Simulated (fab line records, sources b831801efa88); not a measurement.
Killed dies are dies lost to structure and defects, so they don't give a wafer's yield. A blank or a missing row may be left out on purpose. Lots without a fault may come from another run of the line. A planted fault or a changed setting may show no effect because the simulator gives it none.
Chamber matching | flow sky130 | SKY_CAP2M_CVD_00 on pecvd-03: 3 sister chambers
The step deposits SiO2, target thk 15.5 nm. 6 wafers are shown with their chamber, then 6 later ones without.

WAFERS WITH THEIR CHAMBER
wafer  | chamber | heater_power_w (W) | susceptor_temp_C (C)
L461.2 | 2       | 635                | 399.80
L463.1 | 1       | 849                | 400.15
L463.3 | 2       | 638                | 400.10
L463.4 | 1       | 861                | 399.93
L465.3 | 0       | 667                | 400.28
L465.4 | 0       | 640                | 400.25

WAFERS WITHOUT THEIR CHAMBER
wafer  | heater_power_w (W) | susceptor_temp_C (C)
L465.5 | 613                | 400.13
L468.3 | 709                | 400.23
L468.4 | 702                | 400.21
L470.1 | 850                | 399.86
L470.3 | 670                | 399.80
L470.4 | 842                | 400.06

WHICH CHAMBER EACH WENT THROUGH
wafer  | from the rows above     | in truth
L465.5 | can't be placed: 2 or 0 | 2
L468.3 | can't be placed: 0 or 2 | 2
L468.4 | can't be placed: 0 or 2 | 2
L470.1 | 1                       | 1
L470.3 | can't be placed: 2 or 0 | 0
L470.4 | 1                       | 1
Placed correctly: 2 of 6. Can't be placed from these rows: 4 (the true chamber is among the candidates in 4). Placed wrongly: 0.
How it was worked out, from the rows above alone: a wafer's distance from a chamber is the root of the sum, over the readings, of the square of ((its reading less the chamber's mean) divided by the reading's scatter). The wafer belongs to the nearest chamber; if the next one is less than 2 further off, it can't be placed. A chamber's mean is the mean of its shown wafers. The scatter: the root of (the sum of the squares of (reading less its chamber's mean) over the shown wafers, divided by (wafers less chambers)).
